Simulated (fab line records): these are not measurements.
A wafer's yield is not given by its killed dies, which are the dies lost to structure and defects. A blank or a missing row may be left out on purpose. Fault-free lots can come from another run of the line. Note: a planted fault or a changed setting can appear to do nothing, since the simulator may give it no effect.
Struck lot and sound lot, side by side ; flow sky130 ; 22 out of 708 route steps
Sound: the wafers L223.2, L223.5, L223.6. Struck: wafer L228.2. (L228.3, L228.6 of the same lot were not struck and are left out.) The cause comes at the end.
Each step with rows lists, per side, the tool, then ch with its chambers, then its first start. Under that, the readings that differ: sound wafers ; struck wafers ; difference of the means ; sigmas: that difference in standard deviations of wafers without a fault.
alike: same words and numbers on both sides, and readings whose means sit less than 2 such deviations apart. not compared: any withheld reading, any reading some wafer has no value for, any bound like >300 that may hide the same value, and any number with overlapping values for which the record gives no deviation.
The two part at a step that has a row with sigmas, a row that says differs or no value, or rows on one side only. Numbers that don't overlap but have no deviation are shown without sigmas and don't part them. A reading missing from all wafers of one side parts the sides only when that side holds two or more wafers.

SKY_METAL2_SPUTTER_00: material Ti, target thk 15 nm, time 10 s.
  sound on pvd_sputter-03 at day 35 09:06; struck on pvd_sputter-01 at day 37 04:05
  alike: throttle_valve_pct
then, 2 steps without rows for these wafers: SKY_METAL2_SPUTTER_01 (material TiN, target thk 20 nm, time 16.7 s); SKY_METAL2_SPUTTER_02 (material AlCu, target thk 250 nm, time 13.3 s).
SKY_METAL2_SPUTTER_03: material Ti, target thk 5 nm, time 3.3 s.
  sound on pvd_sputter-03 at day 35 09:11; struck on pvd_sputter-01 at day 37 04:09
  alike: throttle_valve_pct
SKY_METAL2_SPUTTER_04: material TiN, target thk 70 nm, time 58.3 s.
  sound on pvd_sputter-03 at day 35 09:12; struck on pvd_sputter-01 at day 37 04:10
  alike: throttle_valve_pct
SKY_METAL2_RS_MEAS_05: measures by four-point-probe.
  sound on film_metro-04 at day 35 09:16; struck on film_metro-04 at day 37 04:14
  alike: METAL2_ALCU_RS
SKY_METAL2_THK_MEAS_06: measures by xrf.
  sound on film_metro-04 at day 35 09:22; struck on film_metro-04 at day 37 04:21
  alike: METAL2_ALCU_THK
then, 5 steps without rows for these wafers: SKY_METAL2_DEHYDRATE_07 (time 60 s); SKY_METAL2_HMDS_08 (prime time 60 s); SKY_METAL2_COAT_09 (resist thk 60 nm); SKY_METAL2_COAT_10 (resist thk 450 nm); SKY_METAL2_SOFTBAKE_11 (time 90 s).
SKY_METAL2_EXPOSE_12: exposes mask MM2, target cd 140 nm.
  sound on krf_scanner-02 ch 0, day 35 22:50; struck on krf_scanner-01 ch 0, day 37 17:10
  alike: mask
then, 2 steps without rows for these wafers: SKY_METAL2_PEB_13; SKY_METAL2_DEVELOP_14 (develop time 60 s).
SKY_METAL2_CD_MEAS_15 targets a cd of 140 nm.
  sound on cd_sem-02 at day 36 11:20; struck on cd_sem-01 at day 38 05:20
reading;sound;struck;difference;sigmas
cd_nm (nm);135.9 137.7 136.3;122.6;-14.0;-9
SKY_METAL2_OVL_MEAS_16:
  sound on overlay-01 at day 36 11:26; struck on overlay-02 at day 38 05:26
  alike: METAL2_OVL
SKY_METAL2_DESCUM_17: chemistry O2, time 8 s.
  sound on rie_metal-02 ch 0,1, day 36 11:28; struck on rie_metal-04 ch 0, day 38 05:28
reading;sound;struck;difference;sigmas
model.METAL2.cd_nm (nm);136.1 138 136.4;122.4;-14.4;
  alike: drypump_motor_current_A, oes_product_au
  not compared: rf_hours_counter_h
SKY_METAL2_ETCH_18: etches BARC in N2/H2, stops on SiO2, time 45.9 s, target depth 60 nm.
  sound on rie_metal-02 ch 0,1, day 36 11:30; struck on rie_metal-04 ch 0, day 38 05:31
  alike: drypump_motor_current_A, oes_product_au, throttle_valve_pct
  not compared: rf_hours_counter_h
SKY_METAL2_METAL_ETCH_19: etches the open film in Cl2/BCl3, stops on SiO2, target depth 360 nm, time 78 s.
  sound on rie_metal-02 ch 0,1, day 36 11:34; struck on rie_metal-04 ch 0, day 38 05:34
reading;sound;struck;difference;sigmas
model.METAL2.cd_nm (nm);136.2 138.1 136.4;123.2;-13.7;
  alike: drypump_motor_current_A, oes_product_au, throttle_valve_pct
  not compared: rf_hours_counter_h
SKY_METAL2_STRIP_20: strips in O2/N2.
  sound on plasma_asher-04 ch 0,1, day 36 11:39; struck on plasma_asher-01 ch 0, day 38 05:40
reading;sound;struck;difference;sigmas
drypump_motor_current_A (A);5.77 5.81 5.90;5.28;-0.55;-3
  alike: oes_product_au, strip_time_to_endpoint_s
  not compared: rf_hours_counter_h
-- the record jumps here: 10 days lie between the struck wafers' starts before and after (it left off in module METAL2 and takes up again in module PAD_OPEN, whose first step shown is number 708 of the route) --
SKY_PAD_OPEN_PROBE_99:
  sound on prober-02 at day 46 20:43; struck on prober-01 at day 48 02:37
reading;sound;struck;difference;sigmas
sort_bin_5_function (%);9.6 11.4 8.1;13.2;+3.5;+2
sort_bin_6_memory (%);5.9 7.7 8.3;4.3;-3.0;-3
model.etest.met2.width_nm (nm);134.3 138.1 138.9;119.8;-17.3;
model.etest.tester.sort_bin_5_pct (%);9.553 11.38 8.13;13.21;+3.52;
model.etest.met2.line_ohm_um;0.9551 0.9199 0.9342;1.083;+0.147;
  alike: defect_limited_yield, killed_at_M0_to_M3, killed_at_M4_up, killed_at_contacts, killed_at_front_end, killed_at_other, killed_dies, killed_open, killed_short, sort_bin_3_pad_short, sort_n_pass, sort_yield_pct

## WHERE THEY PART
Earliest at SKY_METAL2_CD_MEAS_15; latest, in this record, at SKY_PAD_OPEN_PROBE_99.

WHY: what the simulator had put in
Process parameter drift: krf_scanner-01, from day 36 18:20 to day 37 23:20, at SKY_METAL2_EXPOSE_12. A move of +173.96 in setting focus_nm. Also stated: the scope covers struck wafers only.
